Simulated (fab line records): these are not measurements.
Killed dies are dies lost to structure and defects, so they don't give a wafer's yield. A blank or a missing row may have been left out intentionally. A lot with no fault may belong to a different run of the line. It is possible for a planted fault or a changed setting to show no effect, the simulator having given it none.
Split-lot study ; flow sky130 ; 23 wafers read across 5 lots, on a route 708 steps long

== ON THE SPLIT ==
At SKY_LDD_N_COAT_02 (resist thk 300 nm), the setting spin_rpm was moved away from the recipe's 3000 rpm on 7 of the 23 wafers read, by -5.5% to +5.4%. All remaining wafers had this setting at the recipe value.

The split's own step is where the reading is taken.

== THE READING ==
NOVOLAK_of_LDD_N_COAT_02.thk_nm (the simulator's own value, which no gauge read), in nm, at SKY_LDD_N_COAT_02 (resist thk 300 nm). There is no usual value for it anywhere in the file. The 16 wafers here that ran the recipe average 300.4 nm, standard deviation 0.85 nm.

wafer;tool, chamber at the split;spin_rpm as run, rpm;against the recipe;NOVOLAK_of_LDD_N_COAT_02.thk_nm, nm;against lot-mates on the recipe
L074.2;litho_track-04, 0;3000;recipe;300;-
L074.4;litho_track-04, 0;3000;recipe;300.8;-
L074.5;litho_track-04, 0;3000;recipe;300.1;-
L076.1;litho_track-03, 0;3000;recipe;300.6;-
L076.2;litho_track-03, 0;3000;recipe;300.4;-
L076.6;litho_track-03, 0;3000;recipe;300.4;-
L076.4;litho_track-03, 0;2841;-5.3%;308.8;+8.3
L076.5;litho_track-03, 0;2841;-5.3%;308.3;+7.8
L081.1;litho_track-01, 0;3000;recipe;302.3;-
L081.2;litho_track-01, 0;3000;recipe;302;-
L081.3;litho_track-01, 0;3000;recipe;301.4;-
L081.5;litho_track-01, 0;3161;+5.4%;293.5;-8.4
L081.6;litho_track-01, 0;3161;+5.4%;294.1;-7.8
L083.1;litho_track-03, 0;3000;recipe;299.5;-
L083.2;litho_track-03, 0;2834;-5.5%;307.5;+7.8
L083.3;litho_track-03, 0;2834;-5.5%;308.8;+9.1
L083.4;litho_track-03, 0;2834;-5.5%;309.3;+9.6
L083.6;litho_track-03, 0;3000;recipe;299.9;-
L085.1;litho_track-03, 0;3000;recipe;299.6;-
L085.6;litho_track-03, 0;3000;recipe;299.6;-
L085.2;litho_track-03, 0;3000;recipe;299.8;-
L085.4;litho_track-03, 0;3000;recipe;300;-
L085.5;litho_track-03, 0;3000;recipe;299.3;-

THE FIT
A straight line over all 23 wafers: NOVOLAK_of_LDD_N_COAT_02.thk_nm changes by -1.41 nm for each +1% of spin_rpm; r = -0.98; the points scatter about the line by 0.88 nm.
The same after taking each lot's own level away (the mean of its wafers on the recipe; 23 wafers): -1.55 nm for each +1%; r = -1.00; scatter 0.41 nm.
Per that fit: largest spin_rpm move, reading shift of 8.6 nm.
Measured against the standard deviation above, the lots' own levels, which go from 299.66 to 301.90 nm, span 2.6 times it.
So the lot-to-lot level changes the slope little: the two slopes agree.
Check: with one of the wafers moved furthest among these (-5.5%) left out of the fit, the line predicts +8.77 nm for it against its lot-mates. Against them it came out at +7.8 nm.

== THESE WAFERS: OTHER SPLITS ==
Before the reading, these wafers also passed through other splits. Each is held against what the fit with the lots' levels taken away leaves over:
other split on the same wafers;wafers away from the commonest value;r with NOVOLAK_of_LDD_N_COAT_02.thk_nm (lot level and that fit taken away)
SKY_VT_ADJUST_HVTR_IMPLANT_09 dose_cm2;10;+0.13
SKY_VT_ADJUST_PCH_IMPLANT_08 energy_kev;4;+0.21
SKY_SONOS_ONO_DEVELOP_12 develop_time_s;6;+0.03
SKY_POLY_GATE_CVD_00 pressure_mtorr;18;+0.18
SKY_POLY_GATE_IMPLANT_02 energy_kev;5;+0.04

== THE WHOLE CHAIN: every reading that the file lists as answering this split, in the file's order ==
step;what it does;reading;change (the file's fit);r (the file's)
SKY_LDD_N_COAT_02;resist thk 300 nm;NOVOLAK_of_LDD_N_COAT_02.thk_nm (the simulator's own value, which no gauge read);-1.54 nm for each +1% of the setting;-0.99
SKY_LDD_N_STRIP_16;strips in O2/N2;strip_time_to_endpoint_s;withheld for each +1% of the setting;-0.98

== FILE'S OWN FIT ==
NOVOLAK_of_LDD_N_COAT_02.thk_nm changes by -1.54 nm for each +1% of spin_rpm, r = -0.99.
